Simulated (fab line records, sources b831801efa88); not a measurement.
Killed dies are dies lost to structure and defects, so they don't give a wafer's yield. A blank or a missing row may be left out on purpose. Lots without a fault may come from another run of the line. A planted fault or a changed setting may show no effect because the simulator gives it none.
One fault seen from 2 desks | flow sky130 | each desk has only its own numbers; what lay behind them comes last

THE METROLOGY DESK
What the gauges read, lot by lot, whatever tool the lot ran on: means of the sampled wafers that have a number. A lot is out of limits, marked OUT, if its mean lies more than 4 standard deviations from the usual mean; the brackets give that distance.
Columns: A = CONTACT_CVD_00_THK at SKY_CONTACT_THK_MEAS_01, usual 74.8 nm
lot  | first seen here | A
L772 | day 30 10:37    | 75.5
L773 | day 31 04:29    | 75.6
L775 | day 31 19:17    | 75.6
L774 | day 31 22:27    | 74.8
L776 | day 32 06:47    | 74.1
L780 | day 33 07:44    | 52.9 (-20) OUT
L782 | day 34 04:58    | 52.9 (-20) OUT
L789 | day 35 22:25    | 73.8
L790 | day 36 12:47    | 75.8
L791 | day 36 14:21    | 74.5
L793 | day 37 02:57    | 73.4
L792 | day 37 04:08    | 73.9
L794 | day 37 14:42    | 75.8
L795 | day 37 21:42    | 75.4
This desk's finding: out of limits on L780, L782; first on L780, day 33 07:44 (CONTACT_CVD_00_THK at SKY_CONTACT_THK_MEAS_01). In limits: L772, L773, L775, L774, L776, L789, L790, L791, L793, L792, L794, L795.

THE TOOL OWNER'S DESK: pecvd-04
The tool's own readings at SKY_CONTACT_CVD_00 (deposits Si3N4, target thk 75 nm): means of the sampled wafers that have a number, for each lot that ran on this tool. A lot is out of limits, marked OUT, if its mean lies more than 4 standard deviations from the usual mean; the brackets give that distance.
Columns: A = heater_power_w at SKY_CONTACT_CVD_00, usual 702 W
lot  | first seen here | A
L773 | day 31 04:27    | 682
L780 | day 33 07:41    | 651
L782 | day 34 04:56    | 680
L794 | day 37 14:38    | 720
This desk's finding: nothing out of limits on any of the 4 lots.

PUT TOGETHER
The metrology desk could have raised an alarm at day 33 07:44, on L780, L782.
The tool owner's desk saw nothing out of limits.
The tool owner's desk has L780, L782 on record, within its limits.
Of the lots named, all ran SKY_CONTACT_CVD_00 on pecvd-04.

WHAT THE SIMULATOR HAD PUT IN
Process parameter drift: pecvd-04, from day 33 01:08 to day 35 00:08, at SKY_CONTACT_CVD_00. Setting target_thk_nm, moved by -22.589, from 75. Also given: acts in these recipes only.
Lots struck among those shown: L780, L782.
Hours from the fault's start to each desk's first reading out of limits: the metrology desk, 7.
